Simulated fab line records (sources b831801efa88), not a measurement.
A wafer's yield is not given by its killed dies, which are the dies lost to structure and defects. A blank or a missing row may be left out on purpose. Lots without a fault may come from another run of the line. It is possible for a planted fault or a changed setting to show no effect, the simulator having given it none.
What tool caused it?    flow gf180mcu    Sampling: 13 lots, 39 wafers, 5 of 602 route steps

WHAT EACH GAUGE READ, for each wafer
GF_HV_LDD_TW_MEAS_50. Usual: HV_LDD_4_TW gives 567 (standard deviation 4.8).
lot   measured      on             HV_LDD_4_TW              flag
L182  day 12 16:15  film-metro-01  558 558 562              
L183  day 12 23:03  film-metro-03  565 564 564              
L184  day 13 08:26  film-metro-03  569 562 565              
L187  day 13 23:45  film-metro-01  560 562 562              
L188  day 14 04:26  film-metro-02  575 573 572              
L190  day 15 05:38  film-metro-02  576 570 573              
L191  day 15 10:03  film-metro-01  565 560 567              
L192  day 15 18:18  film-metro-01  562 564 564              
L193  day 16 03:35  film-metro-02  566 570 571              
L196  day 17 08:34  film-metro-02  516 514 513 514 514 514  OFF
L197  day 17 10:50  film-metro-03  568 566 564              
L198  day 17 22:51  film-metro-03  506 504 506 506 509 505  OFF
L204  day 19 19:14  film-metro-01  562 563 562              

GF_NSD_CD_MEAS_07: the cd target is 400 nm. Usual: cd-nm 399.9 nm, standard deviation 2.3.
lot   measured      on         cd-nm (nm)         flag
L182  day 13 14:50  cd-sem-02  398.7 400.2 397.8  
L183  day 13 21:39  cd-sem-02  400.2 399.8 402.7  
L184  day 14 08:07  cd-sem-02  399.9 398.9 400.5  
L187  day 14 23:43  cd-sem-01  396.9 396.7 398.0  
L188  day 15 04:29  cd-sem-01  401.1 400.4 404.1  
L190  day 16 06:13  cd-sem-02  398.4 400.9 398.4  
L191  day 16 10:22  cd-sem-01  400.3 399.4 400.7  
L192  day 16 19:18  cd-sem-02  402.6 398.9 401.4  
L193  day 17 03:52  cd-sem-02  398.8 397.6 397.9  
L196  day 18 10:47  cd-sem-01  401.1 400.2 401.0  
L197  day 18 13:43  cd-sem-01  401.4 400.2 404.2  
L198  day 19 02:26  cd-sem-02  403.3 402.0 403.1  
L204  day 20 21:10  cd-sem-01  403.0 402.9 401.2  

GF_SAB_THK_MEAS_01. Usual: SAB_CVD_00_THK gives 49.9 nm (standard deviation 0.61).
lot   measured      on             SAB_CVD_00_THK (nm)  flag
L182  day 14 12:27  film-metro-01  49.9 50.8 50.9       
L183  day 14 20:19  film-metro-04  49.0 49.0 49.7       
L184  day 15 06:16  film-metro-04  49.0 50.6 49.7       
L187  day 15 22:04  film-metro-02  51.0 51.5 50.8       
L188  day 16 03:22  film-metro-02  49.8 50.5 50.7       
L190  day 17 05:44  film-metro-04  48.9 50.2 50.2       
L191  day 17 09:40  film-metro-04  49.8 50.5 50.0       
L192  day 17 19:10  film-metro-04  48.7 49.8 50.1       
L193  day 18 03:26  film-metro-02  49.6 50.3 50.6       
L196  day 19 12:52  film-metro-02  49.4 48.8 49.6       
L197  day 19 15:28  film-metro-02  49.0 50.4 49.9       
L198  day 20 03:26  film-metro-02  49.5 50.2 50.8       
L204  day 21 22:46  film-metro-02  50.0 50.4 51.2       

WHAT TOOL EACH LOT RAN ON (gives the tool, then ch and the chambers of the sampled wafers, and finally the start)
lot   GF_STI_CMP_25                 GF_HV_LDD_IMPLANT_48
L182  cmp-02 ch 0,2, day 2 07:06    implanter-03 ch 0, day 12 16:02
L183  cmp-02 ch 0,1,2, day 2 12:22  implanter-02 ch 0, day 12 22:48
L184  cmp-01 ch 0,1,3, day 2 14:35  implanter-01 ch 0, day 13 08:12
L187  cmp-02 ch 0,1,2, day 3 06:37  implanter-03 ch 0, day 13 23:33
L188  cmp-02 ch 1,2,3, day 3 10:49  implanter-02 ch 0, day 14 04:12
L190  cmp-01 ch 1,2,3, day 3 21:40  implanter-01 ch 0, day 15 05:23
L191  cmp-01 ch 1,2,3, day 4 01:58  implanter-03 ch 0, day 15 09:48
L192  cmp-02 ch 0,1,3, day 4 07:32  implanter-03 ch 0, day 15 18:03
L193  cmp-01 ch 0,1,2, day 4 14:23  implanter-03 ch 0, day 16 03:20
L196  cmp-01 ch 1,3, day 5 05:05    implanter-03 ch 0, day 17 08:19
L197  cmp-02 ch 0,2,3, day 5 09:13  implanter-02 ch 0, day 17 10:36
L198  cmp-02 ch 2,3, day 5 18:42    implanter-03 ch 0, day 17 22:36
L204  cmp-02 ch 0,3, day 6 20:36    implanter-01 ch 0, day 19 19:00
- GF_STI_CMP_25: polishes, stops on Si3N4, t overpolish 33 s, target thk 524.6 nm.
- GF_HV_LDD_IMPLANT_48

AS READ BY THE TOOLS THEMSELVES (means over the sampled wafers that have a number; for cases with no such wafer, the mark the record gives instead)
GF_STI_CMP_25. Usual: motor-current-A 12.3 A, standard deviation 1; overpolish-run-s 33.000 s, standard deviation 0.0092; platen-rpm 59.99 rpm, standard deviation 0.04; time-to-endpoint-s 123 s, standard deviation 4.
lot   tool    motor-current-A (A)  overpolish-run-s (s)  platen-rpm (rpm)  time-to-endpoint-s (s)  flag
L182  cmp-02  12.2                 32.998                60.01             119                     
L183  cmp-02  12.1                 32.996                60.00             121                     
L184  cmp-01  12.1                 32.993                60.02             125                     
L187  cmp-02  12.1                 33.006                60.01             126                     
L188  cmp-02  12.5                 33.005                60.03             121                     
L190  cmp-01  12.8                 32.999                59.98             124                     
L191  cmp-01  12.9                 32.999                59.97             124                     
L192  cmp-02  12.7                 32.994                59.95             124                     
L193  cmp-01  12.8                 32.997                60.02             125                     
L196  cmp-01  12.2                 33.001                60.01             129                     
L197  cmp-02  12.8                 33.007                60.02             120                     
L198  cmp-02  12.5                 32.997                60.01             122                     
L204  cmp-02  13.1                 33.005                59.99             121                     

GF_HV_LDD_IMPLANT_48. Usual: end-station-pressure-torr 5.12e-06 Torr, standard deviation 2.6e-07; tilt-deg 6.999 degrees, standard deviation 0.019.
lot   tool          end-station-pressure-torr (Torr)  tilt-deg (degrees)  flag
L182  implanter-03  5.18e-06                          6.999               
L183  implanter-02  4.96e-06                          6.988               
L184  implanter-01  5.03e-06                          6.986               
L187  implanter-03  5.20e-06                          6.983               
L188  implanter-02  5.06e-06                          6.998               
L190  implanter-01  4.95e-06                          7.010               
L191  implanter-03  5.12e-06                          6.995               
L192  implanter-03  5.08e-06                          7.005               
L193  implanter-03  5.06e-06                          7.013               
L196  implanter-03  5.01e-06                          0.009               OFF
L197  implanter-02  5.37e-06                          7.010               
L198  implanter-03  5.14e-06                          -0.005              OFF
L204  implanter-01  5.16e-06                          7.031               

THE ANSWER, worked out from the rows above alone
Rule: a lot is off if the mean of its wafers that have a number lies more than 3 standard deviations from the usual mean. Also off: a lot with no number at a reading for which 4 or more lots have one. Any other lot the step has rows for is counted as sound. First the gauges in route order, then the tools' own readings, where a lot's mean is used as printed above. The first step at which some lot is off is used, and at that step the reading that is off furthest; a lot without a number counts as furthest.
Off: L196, L198, seen at GF_HV_LDD_TW_MEAS_50 (HV_LDD_4_TW).
If a tool, at a process step before that reading, ran all the lots that are off and no sound lot after the first of them, it fits. The gauges at GF_HV_LDD_TW_MEAS_50 aren't tried: what is off there is off at GF_HV_LDD_IMPLANT_48 too, on other tools, and a gauge's error can't cause that. One fits: GF_HV_LDD_IMPLANT_48 on implanter-03. Its last sound lot is L193 (day 16 03:20), its first lot that is off L196 (day 17 08:19): a fault that began between those two fits.
The tool's own readings at GF_HV_LDD_IMPLANT_48 bear it out: on the lots that are off they differ by more than 5 times the standard deviation of the sound lots' means. tilt-deg reads 0.002 degrees there against 7.002 degrees on the sound lots.

WHAT THE SIMULATOR HAD INSERTED
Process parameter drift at GF_HV_LDD_IMPLANT_48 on implanter-03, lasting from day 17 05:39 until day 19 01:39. The setting tilt-deg was moved by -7, starting from 7. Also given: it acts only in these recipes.
Shown lots that were struck: L196, L198. Same finding as the rule above.
